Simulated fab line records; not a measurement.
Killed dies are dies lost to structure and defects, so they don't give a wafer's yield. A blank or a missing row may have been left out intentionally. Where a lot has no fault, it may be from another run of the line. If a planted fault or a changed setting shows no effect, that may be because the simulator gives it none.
What tool caused it? ; flow gf180mcu ; 10 lots with 28 wafers sampled at 6 steps, on a route of 602 steps

WHAT THE GAUGES READ, wafer by wafer
GF_TOP_METAL_RS_MEAS_05: measures by four-point-probe. Usual: for TOP_METAL_ALCU_RS the level is 0.0326 ohm/sq and the standard deviation is 0.00037.
lot;measured;on;TOP_METAL_ALCU_RS (ohm/sq);flag
L617;day 27 05:41;filmMetro-01;0.0322 0.0325 0.0325;
L618;day 27 14:16;filmMetro-03;0.0324 0.0321 0.0325;
L619;day 27 22:23;filmMetro-02;0.0319 0.0326 0.0328;
L627;day 30 22:55;filmMetro-02;0.0328 0.0351 0.0328 0.0351;OFF
L628;day 31 04:14;filmMetro-03;0.0331 0.0344 0.0331 0.0345;OFF
L633;day 32 07:55;filmMetro-03;0.0318 0.0317 0.0324;
L635;day 32 14:39;filmMetro-03;0.0331 0.0333 0.0330;
L636;day 32 21:02;filmMetro-01;0.0327 0.0329 0.0329;
L637;day 33 03:08;filmMetro-03;0.0330 0.0324 0.0320;
L639;day 33 16:56;filmMetro-02;0.0322 0.0321 0.0328;

GF_TOP_METAL_THK_MEAS_06: measures by xrf. Usual: for TOP_METAL_ALCU_THK the level is 929 nm and the standard deviation is 12.
lot;measured;on;TOP_METAL_ALCU_THK (nm);flag
L617;day 27 05:47;filmMetro-01;941 933 933;
L618;day 27 14:23;filmMetro-03;943 945 940;
L619;day 27 22:29;filmMetro-02;943 928 914;
L627;day 31 03:40;filmMetro-02;920 867 926 867;
L628;day 31 07:23;filmMetro-03;926 890 927 888;
L633;day 32 08:01;filmMetro-03;957 961 938;
L635;day 32 14:44;filmMetro-03;920 918 924;
L636;day 32 21:08;filmMetro-01;930 923 922;
L637;day 33 03:15;filmMetro-03;915 942 955;
L639;day 33 17:02;filmMetro-02;944 939 924;

TOOL THAT RAN EACH LOT (tool first, then ch and the chambers of the sampled wafers, then the start)
lot;GF_MIM_STRIP_20;GF_M5_ETCH_09;GF_V5_CMP_26;GF_TOP_METAL_SPUTTER_02
L617;plasmaAsher-03 ch 0,1, day 25 09:19;rieDiel-02 ch 1,2,3, day 26 06:18;cmp-01 ch 0,3, day 27 05:08;pvdSputter-02, day 27 05:34
L618;plasmaAsher-01 ch 0,1, day 25 18:14;rieDiel-03 ch 0,1, day 26 15:48;cmp-02 ch 0,2, day 27 13:38;pvdSputter-02, day 27 14:10
L619;plasmaAsher-01 ch 0,1, day 26 02:47;rieDiel-02 ch 0,1, day 27 00:05;cmp-02 ch 1,2,3, day 27 21:55;pvdSputter-03, day 27 22:15
L627;plasmaAsher-02 ch 0, day 29 06:01;rieDiel-03 ch 0,1, day 30 01:14;cmp-01 ch 0,1, day 30 22:29;pvdSputter-02, day 30 22:46
L628;plasmaAsher-03 ch 1, day 29 12:25;rieDiel-04 ch 2,3, day 30 07:24;cmp-01 ch 0,3, day 31 03:43;pvdSputter-02, day 31 04:05
L633;plasmaAsher-02 ch 0,1, day 30 17:55;rieDiel-04 ch 0,1, day 31 10:44;cmp-01 ch 2,3, day 32 07:25;pvdSputter-03, day 32 07:48
L635;plasmaAsher-01 ch 0,1, day 30 22:42;rieDiel-03 ch 1,2, day 31 17:41;cmp-01 ch 1,2,3, day 32 14:13;pvdSputter-03, day 32 14:31
L636;plasmaAsher-03 ch 0,1, day 31 07:16;rieDiel-04 ch 1,2, day 32 00:50;cmp-01 ch 1,2, day 32 20:32;pvdSputter-03, day 32 20:55
L637;plasmaAsher-02 ch 0,1, day 31 12:16;rieDiel-04 ch 0,1,2, day 32 06:38;cmp-02 ch 0,1,2, day 33 02:43;pvdSputter-03, day 33 03:02
L639;plasmaAsher-01 ch 0,1, day 32 03:43;rieDiel-04 ch 0,3, day 32 21:23;cmp-01 ch 0,1,2, day 33 16:32;pvdSputter-04, day 33 16:49
- GF_MIM_STRIP_20: strips in O2/N2.
- GF_M5_ETCH_09: etches Si3N4 in CF4/O2, target depth 52 nm, time 11.6 s.
- GF_V5_CMP_26: polishes, stops on SiO2, t overpolish 15 s, target thk 0 nm.
- GF_TOP_METAL_SPUTTER_02: material AlCu, target thk 900 nm, time 47.82 s.

AS READ BY THE TOOLS THEMSELVES (means over the sampled wafers that have a number; for cases with no such wafer, the mark the record gives instead)
GF_MIM_STRIP_20. Usual: drypumpMotorCurrentA 5.6 A, standard deviation 0.43; heaterPowerW 338 W, standard deviation 35; oesProductAu 0.693 a.u., standard deviation 0.0044; stripTimeToEndpointS 11.25 s, standard deviation 0.044.
lot;tool;drypumpMotorCurrentA (A);heaterPowerW (W);oesProductAu (a.u.);stripTimeToEndpointS (s);flag
L617;plasmaAsher-03;5.4;349;0.692;11.20;
L618;plasmaAsher-01;5.4;302;0.689;11.18;
L619;plasmaAsher-01;5.4;307;0.697;11.23;
L627;plasmaAsher-02;6.1;335;0.689;11.23;
L628;plasmaAsher-03;5.5;366;0.694;11.31;
L633;plasmaAsher-02;6.1;378;0.697;11.23;
L635;plasmaAsher-01;5.4;289;0.689;11.18;
L636;plasmaAsher-03;5.4;339;0.691;11.28;
L637;plasmaAsher-02;6.1;354;0.693;11.27;
L639;plasmaAsher-01;5.4;295;0.689;11.24;

GF_M5_ETCH_09. Usual: drypumpMotorCurrentA 5.7 A, standard deviation 0.52; oesProductAu 1.000 a.u., standard deviation 0.011; throttleValvePct 5.970 %, standard deviation 0.0097.
lot;tool;drypumpMotorCurrentA (A);oesProductAu (a.u.);throttleValvePct (%);flag
L617;rieDiel-02;5.8;0.998;5.970;
L618;rieDiel-03;5.5;1.002;5.974;
L619;rieDiel-02;5.8;1.005;5.977;
L627;rieDiel-03;5.7;1.006;5.963;
L628;rieDiel-04;5.8;0.998;5.979;
L633;rieDiel-04;5.7;0.992;5.969;
L635;rieDiel-03;5.3;0.997;5.970;
L636;rieDiel-04;5.3;0.990;5.963;
L637;rieDiel-04;5.7;0.987;5.964;
L639;rieDiel-04;5.6;0.999;5.970;

GF_V5_CMP_26. Usual: motorCurrentA 11.2 A, standard deviation 0.97; overpolishRunS 14.999 s, standard deviation 0.0094; slurryFilterDpKPa 13.50 kPa, standard deviation 0.15; timeToEndpointS 83 s, standard deviation 4.3.
lot;tool;motorCurrentA (A);overpolishRunS (s);slurryFilterDpKPa (kPa);timeToEndpointS (s);flag
L617;cmp-01;11.7;14.998;13.68;76;
L618;cmp-02;12.0;15.002;13.38;91;
L619;cmp-02;11.0;15.001;13.35;86;
L627;cmp-01;10.9;14.999;13.41;81;
L628;cmp-01;11.4;14.994;13.49;80;
L633;cmp-01;11.9;15.009;13.43;84;
L635;cmp-01;10.7;15.002;13.61;80;
L636;cmp-01;10.0;14.991;13.43;85;
L637;cmp-02;10.9;14.998;13.67;87;
L639;cmp-01;10.6;14.999;13.44;82;

GF_TOP_METAL_SPUTTER_02. Usual: chamberPressurePa 0.3001 Pa, standard deviation 0.00056; substrateTempC 249.99 C, standard deviation 0.18; throttleValvePct 29.8 %, standard deviation 0.7.
lot;tool;chamberPressurePa (Pa);substrateTempC (C);throttleValvePct (%);flag
L617;pvdSputter-02;0.3000;249.91;29.7;
L618;pvdSputter-02;0.2999;250.16;29.3;
L619;pvdSputter-03;0.3001;250.05;29.7;
L627;pvdSputter-02;0.3005;249.97;29.4;
L628;pvdSputter-02;0.3000;250.11;29.8;
L633;pvdSputter-03;0.2996;249.97;30.3;
L635;pvdSputter-03;0.3000;249.91;30.0;
L636;pvdSputter-03;0.3001;249.95;29.9;
L637;pvdSputter-03;0.3002;250.10;29.7;
L639;pvdSputter-04;0.3003;250.10;29.4;

THE ANSWER, worked out from the rows above alone
Rule: take the mean of a lot's wafers that have a number; if it is more than 3 standard deviations from the usual mean, the lot is off. Also off: a lot with no number at a reading for which 4 or more lots have one. Any other lot the step has rows for is counted as sound. First the gauges in route order, then the tools' own readings, where a lot's mean is used as printed above. At the first step where some lot is off, the reading lying furthest off is the one used; lots without a number count as furthest.
Off: L627, L628, seen at GF_TOP_METAL_RS_MEAS_05 (TOP_METAL_ALCU_RS).
If a tool, at a process step before that reading, ran all the lots that are off and no sound lot after the first of them, it fits. Gauges at GF_TOP_METAL_RS_MEAS_05: tried the same way as those tools. One candidate fits, namely pvdSputter-02 at GF_TOP_METAL_SPUTTER_02. A fault onset in the window from L618 (day 27 14:10, its last sound lot) to L627 (day 30 22:46, its first lot off) fits.

WHAT WAS PUT IN BY THE SIMULATOR
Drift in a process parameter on pvdSputter-02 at GF_TOP_METAL_SPUTTER_02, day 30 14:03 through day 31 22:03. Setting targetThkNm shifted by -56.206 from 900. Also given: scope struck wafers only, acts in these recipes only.
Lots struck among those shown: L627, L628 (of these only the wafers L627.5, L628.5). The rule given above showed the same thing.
